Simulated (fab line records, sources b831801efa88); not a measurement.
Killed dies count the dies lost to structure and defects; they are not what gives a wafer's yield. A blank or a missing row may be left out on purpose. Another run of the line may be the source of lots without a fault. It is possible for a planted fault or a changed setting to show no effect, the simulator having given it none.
fab line records + flow sky130
[record]
- lots = 24
- wafers = 72
- last-day = 50
route steps=708 shown VT_ADJUST_HVTR@138 SONOS_ONO@171 CONTACT@406 METAL2@484 METAL4@629 PAD_OPEN@707
lots untouched by any fault: they come from a run of this same line in which no faults occurred
start-h: the number of hours between the record's first day and the start of the first shown wafer of the lot + wait-h: hours since the lot's step before + " repeats the value in the row above + L1.1+2: a row that stands for several wafers + - value missing, or start not given + * or withheld: withheld + < > ~ a bound
route shown NAME@n: NAME is a module with steps in the file, n the number in the route of the first one + usual: mean/standard deviation taken from wafers without a fault + same: alike in all rows + chamber/n: place in a boat + sites: per-site readings + _std_site: the standard deviation of these + _edge_site: inner sites' mean taken away from outer sites' mean + radius-mm: how far each site lies from the wafer's centre + mask NAME#n: copy n + behind: the tool/chamber that last shaped the wafer + hold: cause of the lot's hold/its duration in hours/its outcome + device: which transistor (n, p or np) failed to switch + end of line: tests of these same wafers at the route's end + step lacking rows: just its recipe + killed: count of dies lost to structure and defects at first sort (not the wafer's yield) + map: the dies of a wafer, with x for killed, . for not killed, _ for no die there
set.NAME: the run value of the setting; set.NAME@STEP: its run value at that earlier step + model.NAME: the simulator's own value behind a step, which no gauge read
steps of the route over a sample of lots; a table a step, a row a wafer
services: a tool's chamber out of use, with start hour (start-h, from the record's first day; less than 0 if before it), hours out, and reason
[[steps]]
[step SKY_VT_ADJUST_HVTR_CD_MEAS_07]
[recipe]
- target-cd-nm = 380
[usual]
- cd-nm = 379.8/2.6
| lot.wafer | tool      | chamber | start-h | wait-h | cd-nm |
|-----------|-----------|---------|---------|--------|-------|
| L074.1    | cd-sem-01 | -       | 203.60  | 0.1    | 381.3 |
| L074.4    | "         | -       | "       | "      | 382.9 |
| L074.5    | "         | -       | "       | "      | 382.8 |
| L075.3    | cd-sem-01 | -       | 207.74  | 0.1    | 376.1 |
| L075.4    | "         | -       | "       | "      | 375.0 |
| L075.5    | "         | -       | "       | "      | 377.1 |
| L076.3    | cd-sem-01 | -       | 219.28  | 0.1    | 379.5 |
| L076.4    | "         | -       | "       | "      | 379.4 |
| L076.6    | "         | -       | "       | "      | 380.1 |
| L077.1    | cd-sem-02 | -       | 222.98  | 0.1    | 380.1 |
| L077.4    | "         | -       | "       | "      | 378.6 |
| L077.6    | "         | -       | "       | "      | 378.4 |
| L078.2    | cd-sem-02 | -       | 233.31  | 0.1    | 378.6 |
| L078.4    | "         | -       | "       | "      | 383.1 |
| L078.6    | "         | -       | "       | "      | 382.1 |
| L079.2    | cd-sem-01 | -       | 236.41  | 0.1    | 377.4 |
| L079.4    | "         | -       | "       | "      | 378.1 |
| L079.5    | "         | -       | "       | "      | 377.1 |
| L080.1    | cd-sem-01 | -       | 244.63  | 0.1    | 379.9 |
| L080.2    | "         | -       | "       | "      | 379.8 |
| L080.3    | "         | -       | "       | "      | 376.6 |
| L081.1    | cd-sem-01 | -       | 254.35  | 0.1    | 382.3 |
| L081.2    | "         | -       | "       | "      | 380.2 |
| L081.6    | "         | -       | "       | "      | 381.0 |
| L082.1    | cd-sem-02 | -       | 262.44  | 0.1    | 376.7 |
| L082.4    | "         | -       | "       | "      | 378.0 |
| L082.6    | "         | -       | "       | "      | 377.2 |
| L083.1    | cd-sem-01 | -       | 268.18  | 0.1    | 377.2 |
| L083.3    | "         | -       | "       | "      | 376.5 |
| L083.5    | "         | -       | "       | "      | 378.9 |
| L084.1    | cd-sem-02 | -       | 276.39  | 0.1    | 381.7 |
| L084.5    | "         | -       | "       | "      | 382.8 |
| L084.6    | "         | -       | "       | "      | 382.9 |
| L085.2    | cd-sem-01 | -       | 279.66  | 0.1    | 379.7 |
| L085.4    | "         | -       | "       | "      | 380.6 |
| L085.5    | "         | -       | "       | "      | 378.8 |
| L086.2    | cd-sem-01 | -       | 291.72  | 0.1    | 381.3 |
| L086.3    | "         | -       | "       | "      | 382.7 |
| L086.6    | "         | -       | "       | "      | 380.5 |
| L087.2    | cd-sem-02 | -       | 304.82  | 0.1    | 376.9 |
| L087.5    | "         | -       | "       | "      | 378.2 |
| L087.6    | "         | -       | "       | "      | 378.1 |
| L088.1    | cd-sem-02 | -       | 310.75  | 0.1    | 383.6 |
| L088.3    | "         | -       | "       | "      | 383.0 |
| L088.4    | "         | -       | "       | "      | 382.9 |
| L089.1    | cd-sem-01 | -       | 311.05  | 0.1    | 381.7 |
| L089.3    | "         | -       | "       | "      | 379.7 |
| L089.6    | "         | -       | "       | "      | 382.6 |
| L090.1    | cd-sem-01 | -       | 320.70  | 0.1    | 376.3 |
| L090.3    | "         | -       | "       | "      | 378.0 |
| L090.4    | "         | -       | "       | "      | 378.4 |
| L091.1    | cd-sem-01 | -       | 330.35  | 0.1    | 378.7 |
| L091.2    | "         | -       | "       | "      | 378.4 |
| L091.5    | "         | -       | "       | "      | 381.9 |
| L092.1    | cd-sem-01 | -       | 340.54  | 0.1    | 376.2 |
| L092.3    | "         | -       | "       | "      | 374.5 |
| L092.5    | "         | -       | "       | "      | 375.9 |
| L093.2    | cd-sem-01 | -       | 346.45  | 0.1    | 379.1 |
| L093.3    | "         | -       | "       | "      | 377.6 |
| L093.5    | "         | -       | "       | "      | 377.3 |
| L094.1    | cd-sem-02 | -       | 353.68  | 0.1    | 375.6 |
| L094.2    | "         | -       | "       | "      | 378.6 |
| L094.4    | "         | -       | "       | "      | 379.0 |
| L095.4    | cd-sem-01 | -       | 363.86  | 0.1    | 380.5 |
| L095.5    | "         | -       | "       | "      | 382.4 |
| L095.6    | "         | -       | "       | "      | 381.7 |
| L096.2    | cd-sem-01 | -       | 371.21  | 0.1    | 384.1 |
| L096.4    | "         | -       | "       | "      | 383.0 |
| L096.6    | "         | -       | "       | "      | 383.1 |
| L097.1    | cd-sem-02 | -       | 384.04  | 0.1    | 383.8 |
| L097.4    | "         | -       | "       | "      | 383.1 |
| L097.5    | "         | -       | "       | "      | 385.2 |
[step SKY_SONOS_ONO_THK_MEAS_03]
[recipe]
- reads = Si3N4_of_SONOS_ONO_CVD_02
[usual]
- SONOS_ONO_CVD_02_THK = 10.48/0.12
| lot.wafer | tool          | chamber | start-h | wait-h | SONOS_ONO_CVD_02_THK[nm] |
|-----------|---------------|---------|---------|--------|--------------------------|
| L074.1    | film-metro-04 | -       | 254.53  | 0.0    | 10.36                    |
| L074.4    | "             | -       | "       | "      | 10.36                    |
| L074.5    | "             | -       | "       | "      | 10.37                    |
| L075.3    | film-metro-04 | -       | 258.16  | 0.0    | 10.62                    |
| L075.4    | "             | -       | "       | "      | 10.42                    |
| L075.5    | "             | -       | "       | "      | 10.54                    |
| L076.3    | film-metro-01 | -       | 270.31  | 0.0    | 10.53                    |
| L076.4    | "             | -       | "       | "      | 10.47                    |
| L076.6    | "             | -       | "       | "      | 10.53                    |
| L077.1    | film-metro-02 | -       | 274.99  | 0.0    | 10.33                    |
| L077.4    | "             | -       | "       | "      | 10.40                    |
| L077.6    | "             | -       | "       | "      | 10.40                    |
| L078.2    | film-metro-02 | -       | 286.90  | 0.0    | 10.44                    |
| L078.4    | "             | -       | "       | "      | 10.51                    |
| L078.6    | "             | -       | "       | "      | 10.39                    |
| L079.2    | film-metro-01 | -       | 290.93  | 0.0    | 10.76                    |
| L079.4    | "             | -       | "       | "      | 10.64                    |
| L079.5    | "             | -       | "       | "      | 10.50                    |
| L080.1    | film-metro-04 | -       | 299.66  | 0.0    | 10.72                    |
| L080.2    | "             | -       | "       | "      | 10.66                    |
| L080.3    | "             | -       | "       | "      | 10.56                    |
| L081.1    | film-metro-04 | -       | 311.16  | 0.0    | 10.34                    |
| L081.2    | "             | -       | "       | "      | 10.50                    |
| L081.6    | "             | -       | "       | "      | 10.36                    |
| L082.1    | film-metro-02 | -       | 316.21  | 0.0    | 10.50                    |
| L082.4    | "             | -       | "       | "      | 10.49                    |
| L082.6    | "             | -       | "       | "      | 10.55                    |
| L083.1    | film-metro-01 | -       | 323.16  | 0.0    | 10.65                    |
| L083.3    | "             | -       | "       | "      | 10.58                    |
| L083.5    | "             | -       | "       | "      | 10.63                    |
| L084.1    | film-metro-02 | -       | 332.81  | 0.0    | 10.62                    |
| L084.5    | "             | -       | "       | "      | 10.68                    |
| L084.6    | "             | -       | "       | "      | 10.59                    |
| L085.2    | film-metro-04 | -       | 337.21  | 0.0    | 10.46                    |
| L085.4    | "             | -       | "       | "      | 10.52                    |
| L085.5    | "             | -       | "       | "      | 10.53                    |
| L086.2    | film-metro-01 | -       | 350.27  | 0.0    | 10.23                    |
| L086.3    | "             | -       | "       | "      | 10.21                    |
| L086.6    | "             | -       | "       | "      | 10.15                    |
| L087.2    | film-metro-01 | -       | 363.10  | 0.0    | 10.43                    |
| L087.5    | "             | -       | "       | "      | 10.36                    |
| L087.6    | "             | -       | "       | "      | 10.32                    |
| L088.1    | film-metro-01 | -       | 370.28  | 0.0    | 10.50                    |
| L088.3    | "             | -       | "       | "      | 10.33                    |
| L088.4    | "             | -       | "       | "      | 10.59                    |
| L089.1    | film-metro-02 | -       | 370.28  | 0.0    | 10.55                    |
| L089.3    | "             | -       | "       | "      | 10.66                    |
| L089.6    | "             | -       | "       | "      | 10.64                    |
| L090.1    | film-metro-01 | -       | 379.53  | 0.0    | 10.41                    |
| L090.3    | "             | -       | "       | "      | 10.40                    |
| L090.4    | "             | -       | "       | "      | 10.40                    |
| L091.1    | film-metro-04 | -       | 391.57  | 0.0    | 10.36                    |
| L091.2    | "             | -       | "       | "      | 10.38                    |
| L091.5    | "             | -       | "       | "      | 10.33                    |
| L092.1    | film-metro-01 | -       | 400.49  | 0.0    | 10.34                    |
| L092.3    | "             | -       | "       | "      | 10.51                    |
| L092.5    | "             | -       | "       | "      | 10.40                    |
| L093.2    | film-metro-04 | -       | 408.58  | 0.0    | 10.26                    |
| L093.3    | "             | -       | "       | "      | 10.36                    |
| L093.5    | "             | -       | "       | "      | 10.33                    |
| L094.1    | film-metro-01 | -       | 416.88  | 0.0    | 10.50                    |
| L094.2    | "             | -       | "       | "      | 10.56                    |
| L094.4    | "             | -       | "       | "      | 10.39                    |
| L095.4    | film-metro-04 | -       | 424.67  | 0.0    | 10.65                    |
| L095.5    | "             | -       | "       | "      | 10.52                    |
| L095.6    | "             | -       | "       | "      | 10.52                    |
| L096.2    | film-metro-04 | -       | 435.90  | 0.0    | 10.54                    |
| L096.4    | "             | -       | "       | "      | 10.54                    |
| L096.6    | "             | -       | "       | "      | 10.58                    |
| L097.1    | film-metro-04 | -       | 447.68  | 0.0    | 10.51                    |
| L097.4    | "             | -       | "       | "      | 10.40                    |
| L097.5    | "             | -       | "       | "      | 10.43                    |
[step SKY_CONTACT_CVD_00]
[recipe]
- material = Si3N4
- target-thk-nm = 75
- temp-c = 400
- time-s = withheld
- rf-w = 450
[usual]
- heater-power-w = 691/86
| lot.wafer | tool     | chamber | start-h | wait-h | heater-power-w |
|-----------|----------|---------|---------|--------|----------------|
| L074.1    | pecvd-02 | 2       | 706.79  | 0.0    | 727            |
| L074.4    | "        | 1       | "       | "      | 793            |
| L074.5    | "        | 0       | "       | "      | 736            |
| L075.3    | pecvd-02 | 2       | 709.70  | 0.0    | 656            |
| L075.4    | "        | 2       | "       | "      | 681            |
| L075.5    | "        | 1       | "       | "      | 744            |
| L076.3    | pecvd-02 | 1       | 726.23  | 0.0    | 740            |
| L076.4    | "        | 2       | "       | "      | 692            |
| L076.6    | "        | 0       | "       | "      | 755            |
| L077.1    | pecvd-03 | 2       | 730.30  | 0.0    | 586            |
| L077.4    | "        | 0       | "       | "      | 789            |
| L077.6    | "        | 1       | "       | "      | 597            |
| L078.2    | pecvd-03 | 0       | 740.56  | 0.0    | 786            |
| L078.4    | "        | 2       | "       | "      | 653            |
| L078.6    | "        | 1       | "       | "      | 633            |
| L079.2    | pecvd-04 | 0       | 743.54  | 0.0    | 674            |
| L079.4    | "        | 0       | "       | "      | 688            |
| L079.5    | "        | 2       | "       | "      | 581            |
| L080.1    | pecvd-04 | 2       | 758.64  | 0.0    | 644            |
| L080.2    | "        | 1       | "       | "      | 609            |
| L080.3    | "        | 0       | "       | "      | 676            |
| L081.1    | pecvd-03 | 1       | 766.94  | 0.0    | 654            |
| L081.2    | "        | 2       | "       | "      | 597            |
| L081.6    | "        | 0       | "       | "      | 834            |
| L082.1    | pecvd-02 | 1       | 770.78  | 0.0    | 646            |
| L082.4    | "        | 1       | "       | "      | 636            |
| L082.6    | "        | 0       | "       | "      | 769            |
| L083.1    | pecvd-03 | 0       | 778.86  | 0.0    | 864            |
| L083.3    | "        | 2       | "       | "      | 613            |
| L083.5    | "        | 0       | "       | "      | 910            |
| L084.1    | pecvd-02 | 2       | 786.30  | 0.0    | 633            |
| L084.5    | "        | 2       | "       | "      | 655            |
| L084.6    | "        | 1       | "       | "      | 704            |
| L085.2    | pecvd-02 | 0       | 792.09  | 0.0    | 686            |
| L085.4    | "        | 2       | "       | "      | 608            |
| L085.5    | "        | 0       | "       | "      | 672            |
| L086.2    | pecvd-04 | 2       | 804.70  | 0.0    | 646            |
| L086.3    | "        | 0       | "       | "      | 675            |
| L086.6    | "        | 2       | "       | "      | 638            |
| L087.2    | pecvd-02 | 1       | 819.06  | 0.0    | 735            |
| L087.5    | "        | 0       | "       | "      | 735            |
| L087.6    | "        | 2       | "       | "      | 658            |
| L089.1    | pecvd-02 | 0       | 825.27  | 0.0    | 757            |
| L089.3    | "        | 1       | "       | "      | 753            |
| L089.6    | "        | 1       | "       | "      | 735            |
| L088.1    | pecvd-04 | 2       | 826.25  | 0.0    | 680            |
| L088.3    | "        | 1       | "       | "      | 587            |
| L088.4    | "        | 0       | "       | "      | 653            |
| L090.1    | pecvd-03 | 2       | 831.97  | 0.0    | 649            |
| L090.3    | "        | 0       | "       | "      | 887            |
| L090.4    | "        | 2       | "       | "      | 642            |
| L091.1    | pecvd-03 | 0       | 842.17  | 0.0    | 830            |
| L091.2    | "        | 2       | "       | "      | 675            |
| L091.5    | "        | 0       | "       | "      | 829            |
| L092.1    | pecvd-02 | 1       | 852.32  | 0.0    | 679            |
| L092.3    | "        | 0       | "       | "      | 754            |
| L092.5    | "        | 0       | "       | "      | 761            |
| L093.2    | pecvd-03 | 0       | 856.67  | 0.0    | 817            |
| L093.3    | "        | 2       | "       | "      | 654            |
| L093.5    | "        | 0       | "       | "      | 814            |
| L094.1    | pecvd-03 | 1       | 863.95  | 0.0    | 667            |
| L094.2    | "        | 2       | "       | "      | 630            |
| L094.4    | "        | 0       | "       | "      | 876            |
| L095.4    | pecvd-04 | 2       | 871.90  | 0.0    | 645            |
| L095.5    | "        | 0       | "       | "      | 813            |
| L095.6    | "        | 1       | "       | "      | 586            |
| L096.2    | pecvd-02 | 2       | 879.28  | 0.0    | 722            |
| L096.4    | "        | 2       | "       | "      | 725            |
| L096.6    | "        | 0       | "       | "      | 728            |
| L097.1    | pecvd-04 | 1       | 890.33  | 0.0    | 546            |
| L097.4    | "        | 1       | "       | "      | 557            |
| L097.5    | "        | 2       | "       | "      | 619            |
[step SKY_METAL2_SPUTTER_01]
[recipe]
- material = TiN
- target-thk-nm = 20
- power-w = 6500
- time-s = 16.7
- chamber-pressure-pa = 0.4
[usual]
- throttle-valve-pct = 29.8/1.2
[same]
- time-s = 16.7
| lot.wafer | tool           | chamber | start-h | wait-h | throttle-valve-pct |
|-----------|----------------|---------|---------|--------|--------------------|
| L074.1    | pvd-sputter-02 | -       | 793.43  | 0.0    | 31.6               |
| L074.4    | "              | -       | "       | "      | 29.9               |
| L074.5    | "              | -       | "       | "      | 31.6               |
| L075.3    | pvd-sputter-02 | -       | 795.55  | 0.0    | 28.0               |
| L075.4    | "              | -       | "       | "      | 31.6               |
| L075.5    | "              | -       | "       | "      | 27.8               |
| L076.3    | pvd-sputter-04 | -       | 812.24  | 0.0    | 28.6               |
| L076.4    | "              | -       | "       | "      | 30.6               |
| L076.6    | "              | -       | "       | "      | 30.6               |
| L077.1    | pvd-sputter-04 | -       | 816.46  | 0.0    | 30.7               |
| L077.4    | "              | -       | "       | "      | 30.3               |
| L077.6    | "              | -       | "       | "      | 28.5               |
| L078.2    | pvd-sputter-03 | -       | 826.01  | 0.0    | 29.5               |
| L078.4    | "              | -       | "       | "      | 29.6               |
| L078.6    | "              | -       | "       | "      | 29.9               |
| L079.2    | pvd-sputter-04 | -       | 828.29  | 0.0    | 28.7               |
| L079.4    | "              | -       | "       | "      | 31.1               |
| L079.5    | "              | -       | "       | "      | 28.4               |
| L080.1    | pvd-sputter-03 | -       | 843.15  | 0.0    | 29.7               |
| L080.2    | "              | -       | "       | "      | 29.5               |
| L080.3    | "              | -       | "       | "      | 30.0               |
| L081.1    | pvd-sputter-03 | -       | 850.58  | 0.0    | 29.3               |
| L081.2    | "              | -       | "       | "      | 30.2               |
| L081.6    | "              | -       | "       | "      | 29.9               |
| L082.1    | pvd-sputter-02 | -       | 855.03  | 0.0    | 28.5               |
| L082.4    | "              | -       | "       | "      | 27.9               |
| L082.6    | "              | -       | "       | "      | 28.0               |
| L083.1    | pvd-sputter-04 | -       | 862.87  | 0.0    | 28.7               |
| L083.3    | "              | -       | "       | "      | 30.5               |
| L083.5    | "              | -       | "       | "      | 31.5               |
| L084.1    | pvd-sputter-04 | -       | 869.99  | 0.0    | 30.5               |
| L084.5    | "              | -       | "       | "      | 28.5               |
| L084.6    | "              | -       | "       | "      | 31.2               |
| L085.2    | pvd-sputter-03 | -       | 875.13  | 0.0    | 29.4               |
| L085.4    | "              | -       | "       | "      | 29.6               |
| L085.5    | "              | -       | "       | "      | 29.3               |
| L086.2    | pvd-sputter-04 | -       | 888.56  | 0.0    | 30.7               |
| L086.3    | "              | -       | "       | "      | 30.7               |
| L086.6    | "              | -       | "       | "      | 31.4               |
| L087.2    | pvd-sputter-02 | -       | 901.64  | 0.0    | 29.7               |
| L087.5    | "              | -       | "       | "      | 29.9               |
| L087.6    | "              | -       | "       | "      | 27.7               |
| L089.1    | pvd-sputter-04 | -       | 909.06  | 0.0    | 30.9               |
| L089.3    | "              | -       | "       | "      | 30.7               |
| L089.6    | "              | -       | "       | "      | 30.8               |
| L088.1    | pvd-sputter-02 | -       | 909.30  | 0.0    | 28.2               |
| L088.3    | "              | -       | "       | "      | 29.9               |
| L088.4    | "              | -       | "       | "      | 27.8               |
| L090.1    | pvd-sputter-02 | -       | 914.66  | 0.0    | 27.8               |
| L090.3    | "              | -       | "       | "      | 28.2               |
| L090.4    | "              | -       | "       | "      | 29.9               |
| L091.1    | pvd-sputter-03 | -       | 924.16  | 0.0    | 29.9               |
| L091.2    | "              | -       | "       | "      | 29.5               |
| L091.5    | "              | -       | "       | "      | 29.8               |
| L092.1    | pvd-sputter-04 | -       | 933.39  | 0.0    | 28.5               |
| L092.3    | "              | -       | "       | "      | 30.7               |
| L092.5    | "              | -       | "       | "      | 31.0               |
| L093.2    | pvd-sputter-02 | -       | 937.78  | 0.0    | 27.7               |
| L093.3    | "              | -       | "       | "      | 31.7               |
| L093.5    | "              | -       | "       | "      | 28.2               |
| L094.1    | pvd-sputter-04 | -       | 944.46  | 0.0    | 30.6               |
| L094.2    | "              | -       | "       | "      | 30.8               |
| L094.4    | "              | -       | "       | "      | 31.5               |
| L095.4    | pvd-sputter-02 | -       | 952.03  | 0.0    | 28.1               |
| L095.5    | "              | -       | "       | "      | 28.2               |
| L095.6    | "              | -       | "       | "      | 31.7               |
| L096.2    | pvd-sputter-02 | -       | 959.36  | 0.0    | 27.8               |
| L096.4    | "              | -       | "       | "      | 29.9               |
| L096.6    | "              | -       | "       | "      | 27.7               |
| L097.1    | pvd-sputter-03 | -       | 969.49  | 0.0    | 29.8               |
| L097.4    | "              | -       | "       | "      | 29.8               |
| L097.5    | "              | -       | "       | "      | 29.4               |
[step SKY_METAL4_CD_MEAS_13]
[recipe]
- target-cd-nm = 300
[usual]
- cd-nm = 300.0/1.6
| lot.wafer | tool      | chamber | start-h | wait-h | cd-nm |
|-----------|-----------|---------|---------|--------|-------|
| L074.1    | cd-sem-01 | -       | 979.24  | -      | 299.8 |
| L074.4    | "         | -       | "       | "      | 299.9 |
| L074.5    | "         | -       | "       | "      | 301.1 |
| L075.3    | cd-sem-01 | -       | 981.38  | -      | 300.1 |
| L075.4    | "         | -       | "       | "      | 300.5 |
| L075.5    | "         | -       | "       | "      | 300.0 |
| L076.3    | cd-sem-02 | -       | 996.28  | -      | 300.6 |
| L076.4    | "         | -       | "       | "      | 301.5 |
| L076.6    | "         | -       | "       | "      | 299.6 |
| L077.1    | cd-sem-01 | -       | 998.65  | -      | 300.1 |
| L077.4    | "         | -       | "       | "      | 300.3 |
| L077.6    | "         | -       | "       | "      | 299.6 |
| L078.2    | cd-sem-02 | -       | 1007.76 | -      | 298.2 |
| L078.4    | "         | -       | "       | "      | 300.0 |
| L078.6    | "         | -       | "       | "      | 299.1 |
| L079.2    | cd-sem-01 | -       | 1007.92 | -      | 300.5 |
| L079.4    | "         | -       | "       | "      | 299.5 |
| L079.5    | "         | -       | "       | "      | 300.3 |
| L080.1    | cd-sem-01 | -       | 1022.59 | -      | 300.3 |
| L080.2    | "         | -       | "       | "      | 300.4 |
| L080.3    | "         | -       | "       | "      | 300.3 |
| L081.1    | cd-sem-02 | -       | 1029.24 | -      | 297.9 |
| L081.2    | "         | -       | "       | "      | 298.0 |
| L081.6    | "         | -       | "       | "      | 298.4 |
| L082.1    | cd-sem-01 | -       | 1034.05 | -      | 300.0 |
| L082.4    | "         | -       | "       | "      | 301.7 |
| L082.6    | "         | -       | "       | "      | 300.1 |
| L083.1    | cd-sem-01 | -       | 1040.40 | -      | 298.5 |
| L083.3    | "         | -       | "       | "      | 297.2 |
| L083.5    | "         | -       | "       | "      | 297.3 |
| L084.1    | cd-sem-01 | -       | 1046.94 | -      | 299.6 |
| L084.5    | "         | -       | "       | "      | 301.1 |
| L084.6    | "         | -       | "       | "      | 300.4 |
| L085.2    | cd-sem-01 | -       | 1050.43 | -      | 302.6 |
| L085.4    | "         | -       | "       | "      | 302.9 |
| L085.5    | "         | -       | "       | "      | 303.7 |
| L086.2    | cd-sem-01 | -       | 1063.16 | -      | 300.0 |
| L086.3    | "         | -       | "       | "      | 299.5 |
| L086.6    | "         | -       | "       | "      | 298.2 |
| L087.2    | cd-sem-01 | -       | 1075.51 | -      | 301.5 |
| L087.5    | "         | -       | "       | "      | 302.0 |
| L087.6    | "         | -       | "       | "      | 303.8 |
| L089.1    | cd-sem-02 | -       | 1079.44 | -      | 300.4 |
| L089.3    | "         | -       | "       | "      | 301.1 |
| L089.6    | "         | -       | "       | "      | 300.3 |
| L088.1    | cd-sem-01 | -       | 1079.79 | -      | 299.8 |
| L088.3    | "         | -       | "       | "      | 300.9 |
| L088.4    | "         | -       | "       | "      | 298.8 |
| L090.1    | cd-sem-01 | -       | 1082.69 | -      | 301.9 |
| L090.3    | "         | -       | "       | "      | 301.5 |
| L090.4    | "         | -       | "       | "      | 301.5 |
| L091.1    | cd-sem-01 | -       | 1092.94 | -      | 297.7 |
| L091.2    | "         | -       | "       | "      | 297.2 |
| L091.5    | "         | -       | "       | "      | 298.3 |
| L092.1    | cd-sem-01 | -       | 1101.00 | -      | 298.3 |
| L092.3    | "         | -       | "       | "      | 299.1 |
| L092.5    | "         | -       | "       | "      | 298.1 |
| L093.2    | cd-sem-02 | -       | 1103.11 | -      | 299.0 |
| L093.3    | "         | -       | "       | "      | 297.7 |
| L093.5    | "         | -       | "       | "      | 299.3 |
| L094.1    | cd-sem-01 | -       | 1108.80 | -      | 302.0 |
| L094.2    | "         | -       | "       | "      | 302.6 |
| L094.4    | "         | -       | "       | "      | 303.1 |
| L095.4    | cd-sem-02 | -       | 1115.95 | -      | 299.8 |
| L095.5    | "         | -       | "       | "      | 299.5 |
| L095.6    | "         | -       | "       | "      | 300.5 |
| L096.2    | cd-sem-02 | -       | 1122.01 | -      | 298.0 |
| L096.4    | "         | -       | "       | "      | 298.1 |
| L096.6    | "         | -       | "       | "      | 299.7 |
| L097.1    | cd-sem-02 | -       | 1129.54 | -      | 299.7 |
| L097.4    | "         | -       | "       | "      | 300.4 |
| L097.5    | "         | -       | "       | "      | 298.8 |
[step SKY_PAD_OPEN_BOW_MEAS_13]
[recipe]
- mode = bow
[usual]
- PAD_OPEN_BOW = 49/8.7
| lot.wafer | tool          | chamber | start-h | wait-h | PAD_OPEN_BOW[um] |
|-----------|---------------|---------|---------|--------|------------------|
| L074.1    | film-metro-03 | -       | 1076.78 | -      | 48               |
| L074.4    | "             | -       | "       | "      | 53               |
| L074.5    | "             | -       | "       | "      | 40               |
| L075.3    | film-metro-03 | -       | 1077.84 | -      | 43               |
| L075.4    | "             | -       | "       | "      | 42               |
| L075.5    | "             | -       | "       | "      | 45               |
| L076.3    | film-metro-03 | -       | 1091.66 | -      | 55               |
| L076.4    | "             | -       | "       | "      | 74               |
| L076.6    | "             | -       | "       | "      | 48               |
| L077.1    | film-metro-04 | -       | 1092.90 | -      | 43               |
| L077.4    | "             | -       | "       | "      | 41               |
| L077.6    | "             | -       | "       | "      | 35               |
| L078.2    | film-metro-01 | -       | 1101.78 | -      | 45               |
| L078.4    | "             | -       | "       | "      | 45               |
| L078.6    | "             | -       | "       | "      | 30               |
| L079.2    | film-metro-04 | -       | 1102.26 | -      | 58               |
| L079.4    | "             | -       | "       | "      | 49               |
| L079.5    | "             | -       | "       | "      | 46               |
| L080.1    | film-metro-01 | -       | 1113.54 | -      | 52               |
| L080.2    | "             | -       | "       | "      | 54               |
| L080.3    | "             | -       | "       | "      | 36               |
| L081.1    | film-metro-03 | -       | 1121.04 | -      | 42               |
| L081.2    | "             | -       | "       | "      | 38               |
| L081.6    | "             | -       | "       | "      | 44               |
| L082.1    | film-metro-03 | -       | 1124.14 | -      | 54               |
| L082.4    | "             | -       | "       | "      | 59               |
| L082.6    | "             | -       | "       | "      | 58               |
| L083.1    | film-metro-01 | -       | 1128.54 | -      | 64               |
| L083.3    | "             | -       | "       | "      | 59               |
| L083.5    | "             | -       | "       | "      | 65               |
| L084.1    | film-metro-03 | -       | 1133.93 | -      | 50               |
| L084.5    | "             | -       | "       | "      | 60               |
| L084.6    | "             | -       | "       | "      | 44               |
| L085.2    | film-metro-01 | -       | 1137.20 | -      | 54               |
| L085.4    | "             | -       | "       | "      | 54               |
| L085.5    | "             | -       | "       | "      | 43               |
| L086.2    | film-metro-03 | -       | 1148.85 | -      | 58               |
| L086.3    | "             | -       | "       | "      | 51               |
| L086.6    | "             | -       | "       | "      | 55               |
| L087.2    | film-metro-03 | -       | 1159.26 | -      | 44               |
| L087.5    | "             | -       | "       | "      | 49               |
| L087.6    | "             | -       | "       | "      | 41               |
| L089.1    | film-metro-01 | -       | 1162.64 | -      | 49               |
| L089.3    | "             | -       | "       | "      | 47               |
| L089.6    | "             | -       | "       | "      | 59               |
| L088.1    | film-metro-04 | -       | 1163.93 | -      | 55               |
| L088.3    | "             | -       | "       | "      | 45               |
| L088.4    | "             | -       | "       | "      | 41               |
| L090.1    | film-metro-04 | -       | 1166.44 | -      | 51               |
| L090.3    | "             | -       | "       | "      | 54               |
| L090.4    | "             | -       | "       | "      | 49               |
| L091.1    | film-metro-01 | -       | 1174.06 | -      | 49               |
| L091.2    | "             | -       | "       | "      | 53               |
| L091.5    | "             | -       | "       | "      | 47               |
| L092.1    | film-metro-03 | -       | 1182.15 | -      | 51               |
| L092.3    | "             | -       | "       | "      | 43               |
| L092.5    | "             | -       | "       | "      | 45               |
| L093.2    | film-metro-03 | -       | 1183.64 | -      | 29               |
| L093.3    | "             | -       | "       | "      | 34               |
| L093.5    | "             | -       | "       | "      | 35               |
| L094.1    | film-metro-03 | -       | 1186.38 | -      | 46               |
| L094.2    | "             | -       | "       | "      | 58               |
| L094.4    | "             | -       | "       | "      | 43               |
| L095.4    | film-metro-04 | -       | 1193.14 | -      | 45               |
| L095.5    | "             | -       | "       | "      | 51               |
| L095.6    | "             | -       | "       | "      | 51               |
| L096.2    | film-metro-03 | -       | 1199.17 | -      | 51               |
| L096.4    | "             | -       | "       | "      | 47               |
| L096.6    | "             | -       | "       | "      | 35               |
| L097.1    | film-metro-01 | -       | 1203.03 | -      | 47               |
| L097.4    | "             | -       | "       | "      | 44               |
| L097.5    | "             | -       | "       | "      | 35               |
[[services]]
| tool           | chamber | start-h | hours | kind                   |
|----------------|---------|---------|-------|------------------------|
| pecvd-03       | 2       | 694.61  | 2.1   | scheduled-down         |
| pecvd-02       | 2       | 735.64  | 6.0   | repair                 |
| pecvd-02       | 2       | 741.63  | -     | clean                  |
| pecvd-02       | 2       | 741.63  | 29.5  | scheduled-down         |
| pecvd-02       | 2       | 741.63  | 29.5  | vent-cycle             |
| pecvd-04       | -       | 761.34  | 14.6  | pm                     |
| pecvd-04       | -       | 775.94  | 6.0   | pm                     |
| pvd-sputter-03 | -       | 799.00  | 24.2  | repair                 |
| pvd-sputter-04 | 1       | 809.19  | -     | consumable-replace:kit |
| pvd-sputter-04 | 1       | 809.19  | 18.0  | scheduled-down         |
| pvd-sputter-04 | 1       | 809.19  | 18.0  | vent-cycle             |
| pvd-sputter-04 | -       | 810.55  | 0.9   | repair                 |
| pecvd-02       | -       | 815.17  | 0.7   | repair                 |
| pecvd-03       | 1       | 818.12  | -     | clean                  |
| pvd-sputter-02 | 3       | 832.59  | -     | consumable-replace:kit |
| pvd-sputter-02 | 3       | 832.59  | 18.0  | scheduled-down         |
| pvd-sputter-02 | 3       | 832.59  | 18.0  | vent-cycle             |
| pecvd-02       | 0       | 865.64  | 2.1   | scheduled-down         |
| pecvd-03       | 1       | 870.70  | 3.7   | repair                 |
| pecvd-02       | 1       | 896.14  | 3.6   | repair                 |
| pecvd-03       | -       | 910.52  | 1.2   | repair                 |
| pecvd-04       | 1       | 923.10  | 8.3   | repair                 |
| pecvd-04       | 0       | 928.31  | 12.2  | repair                 |
| pvd-sputter-02 | -       | 967.72  | 1.6   | repair                 |
[[key]]
fault none
